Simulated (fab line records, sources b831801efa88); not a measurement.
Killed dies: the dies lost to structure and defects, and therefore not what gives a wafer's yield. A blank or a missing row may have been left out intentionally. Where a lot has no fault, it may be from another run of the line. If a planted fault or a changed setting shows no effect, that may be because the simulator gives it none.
What tool caused it? -- flow gf180mcu -- 6 lots with 18 wafers sampled at 2 steps, on a route of 602 steps

== WHAT EACH GAUGE READ, for each wafer ==
GF_CONTACT_THK_MEAS_01.
lot,measured,on,CONTACT_CVD_00_THK (nm)
L121,day 16 04:11,film_metro-04,305 302 301
L125,day 17 00:41,film_metro-04,298 308 306
L127,day 17 16:11,film_metro-02,297 296 306
L131,day 18 23:48,film_metro-02,238 234 234
L139,day 22 02:05,film_metro-04,301 293 295
L142,day 22 21:44,film_metro-01,298 302 303

== WHICH TOOL RAN EACH LOT (tool, then ch and the chambers of the sampled wafers, then the start) ==
lot,GF_CONTACT_CVD_00
L121,"hdpcvd-01 ch 0,1,2, day 16 04:08"
L125,"hdpcvd-02 ch 0,2, day 17 00:38"
L127,"hdpcvd-02 ch 0,1, day 17 16:08"
L131,"hdpcvd-01 ch 0,1, day 18 23:46"
L139,"hdpcvd-02 ch 1,2, day 22 02:03"
L142,"hdpcvd-02 ch 1,2, day 22 21:41"
- GF_CONTACT_CVD_00: deposits SiO2, target thk 300 nm, time 50 s.

== THE ANSWER, worked out from the rows above alone ==
Rule: what is usual is taken from the lots themselves. The widest of any qualifying gaps counts: lots, ordered by their means at a reading, are off when they make up no more than a third of the lots, leave a main group of 4 or more, and stand apart from it by 3 or more times the standard deviation of that group's means. If all means in a main group match to the digits the tables above print for the reading, that group is not used. Also off: a lot with no number at a reading for which 4 or more lots have one. All remaining lots with rows at the step are treated as sound.
Off: L131, seen at GF_CONTACT_THK_MEAS_01 (CONTACT_CVD_00_THK). The main group has a mean of 301 nm with a standard deviation of 2.6.
If a tool, at a process step before that reading, ran all the lots that are off and no sound lot after the first of them, it fits. Those tools and the gauges at GF_CONTACT_THK_MEAS_01 are tried in the same way. This does not decide it: 2 tools fit, namely hdpcvd-01 at GF_CONTACT_CVD_00 and film_metro-02 at GF_CONTACT_THK_MEAS_01.

== WHAT THE SIMULATOR HAD INSERTED ==
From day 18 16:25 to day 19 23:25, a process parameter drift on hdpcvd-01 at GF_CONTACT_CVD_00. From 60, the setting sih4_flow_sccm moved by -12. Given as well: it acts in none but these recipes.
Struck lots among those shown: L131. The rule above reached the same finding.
